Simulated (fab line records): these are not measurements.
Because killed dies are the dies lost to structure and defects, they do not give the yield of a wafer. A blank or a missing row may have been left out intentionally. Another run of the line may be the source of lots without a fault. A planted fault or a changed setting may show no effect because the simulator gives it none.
Chamber matching || flow sfqLine || 4 sister chambers for SFQ_TRILAYER_I2_CMP_CMP_064 on cmp-02
The step polishes SiO2. 16 wafers are shown with their chamber, then 8 later ones without.

WAFERS WITH THEIR CHAMBER
{"wafer": "L365.3", "chamber": 0, "motorCurrentA (A)": 10.5, "timeToEndpointS (s)": 209, "headPressurePsi (psi)": 3.001}
{"wafer": "L365.1", "chamber": 3, "motorCurrentA (A)": 9.6, "timeToEndpointS (s)": 206, "headPressurePsi (psi)": 2.996}
{"wafer": "L365.5", "chamber": 1, "motorCurrentA (A)": 10.4, "timeToEndpointS (s)": 212, "headPressurePsi (psi)": 3.005}
{"wafer": "L367.3", "chamber": 2, "motorCurrentA (A)": 9.8, "timeToEndpointS (s)": 218, "headPressurePsi (psi)": 2.998}
{"wafer": "L367.4", "chamber": 3, "motorCurrentA (A)": 9.7, "timeToEndpointS (s)": 212, "headPressurePsi (psi)": 3.008}
{"wafer": "L367.2", "chamber": 1, "motorCurrentA (A)": 9.7, "timeToEndpointS (s)": 203, "headPressurePsi (psi)": 3.004}
{"wafer": "L368.1", "chamber": 0, "motorCurrentA (A)": 11.1, "timeToEndpointS (s)": 220, "headPressurePsi (psi)": 3.007}
{"wafer": "L368.4", "chamber": 1, "motorCurrentA (A)": 10.0, "timeToEndpointS (s)": 218, "headPressurePsi (psi)": 2.998}
{"wafer": "L368.3", "chamber": 3, "motorCurrentA (A)": 9.5, "timeToEndpointS (s)": 211, "headPressurePsi (psi)": 2.994}
{"wafer": "L370.2", "chamber": 3, "motorCurrentA (A)": 9.8, "timeToEndpointS (s)": 232, "headPressurePsi (psi)": 2.999}
{"wafer": "L370.3", "chamber": 2, "motorCurrentA (A)": 9.6, "timeToEndpointS (s)": 242, "headPressurePsi (psi)": 2.999}
{"wafer": "L370.4", "chamber": 0, "motorCurrentA (A)": 10.2, "timeToEndpointS (s)": 226, "headPressurePsi (psi)": 3.001}
{"wafer": "L371.4", "chamber": 1, "motorCurrentA (A)": 10.0, "timeToEndpointS (s)": 208, "headPressurePsi (psi)": 3.007}
{"wafer": "L371.5", "chamber": 3, "motorCurrentA (A)": 10.1, "timeToEndpointS (s)": 219, "headPressurePsi (psi)": 3.002}
{"wafer": "L371.6", "chamber": 0, "motorCurrentA (A)": 10.5, "timeToEndpointS (s)": 223, "headPressurePsi (psi)": 2.998}
{"wafer": "L375.4", "chamber": 0, "motorCurrentA (A)": 10.5, "timeToEndpointS (s)": 227, "headPressurePsi (psi)": 2.998}

SIGNATURES, as means of the wafers listed above
{"reading": "motorCurrentA", "chamber 0": 10.560, "chamber 1": 10.025, "chamber 2": 9.700, "chamber 3": 9.740, "scatter within a chamber": 0.276}
{"reading": "timeToEndpointS", "chamber 0": 221.00, "chamber 1": 210.25, "chamber 2": 230.00, "chamber 3": 216.00, "scatter within a chamber": 9.24}
{"reading": "headPressurePsi", "chamber 0": 3.00100, "chamber 1": 3.00350, "chamber 2": 2.99850, "chamber 3": 2.99980, "scatter within a chamber": 0.00428}
Rule: for each reading, subtract the chamber's mean from the wafer's reading, divide by that reading's scatter and square the result; add these up over the readings and take the root, which gives the wafer's distance from the chamber. If the next closest chamber is less than 2 further off than the closest, the wafer can't be placed; otherwise it belongs to the closest. How the scatter is found: for the shown wafers, subtract from each reading the mean of its chamber, square and add these, divide the total by (wafers less chambers), then take the root.

WAFERS WITHOUT THEIR CHAMBER
{"wafer": "L375.3", "motorCurrentA (A)": 9.7, "timeToEndpointS (s)": 217, "headPressurePsi (psi)": 3.006}
{"wafer": "L375.5", "motorCurrentA (A)": 10.1, "timeToEndpointS (s)": 216, "headPressurePsi (psi)": 3.009}
{"wafer": "L380.2", "motorCurrentA (A)": 9.3, "timeToEndpointS (s)": 220, "headPressurePsi (psi)": 3.006}
{"wafer": "L380.3", "motorCurrentA (A)": 9.5, "timeToEndpointS (s)": 207, "headPressurePsi (psi)": 3.001}
{"wafer": "L380.4", "motorCurrentA (A)": 10.2, "timeToEndpointS (s)": 229, "headPressurePsi (psi)": 3.006}
{"wafer": "L388.1", "motorCurrentA (A)": 9.7, "timeToEndpointS (s)": 211, "headPressurePsi (psi)": 3.004}
{"wafer": "L388.2", "motorCurrentA (A)": 9.9, "timeToEndpointS (s)": 227, "headPressurePsi (psi)": 2.999}
{"wafer": "L388.6", "motorCurrentA (A)": 10.3, "timeToEndpointS (s)": 227, "headPressurePsi (psi)": 3.002}

WHICH CHAMBER EACH ONE RAN IN
{"wafer": "L375.3", "from the rows above": "can't be placed: 3 or 1 or 2 or 0", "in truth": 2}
{"wafer": "L375.5", "from the rows above": "can't be placed: 1 or 3 or 0 or 2", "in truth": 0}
{"wafer": "L380.2", "from the rows above": "can't be placed: 3 or 2 or 1", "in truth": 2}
{"wafer": "L380.3", "from the rows above": "can't be placed: 3 or 1 or 2", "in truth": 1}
{"wafer": "L380.4", "from the rows above": "can't be placed: 0 or 1 or 2 or 3", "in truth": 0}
{"wafer": "L388.1", "from the rows above": "can't be placed: 3 or 1 or 2", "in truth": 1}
{"wafer": "L388.2", "from the rows above": "can't be placed: 2 or 3 or 1 or 0", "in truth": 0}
{"wafer": "L388.6", "from the rows above": "can't be placed: 0 or 1 or 2 or 3", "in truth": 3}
Placed correctly: 0 of 8. From these rows, 8 cannot be placed; in 8 the true chamber is one of the candidates. Number placed wrongly: 0.
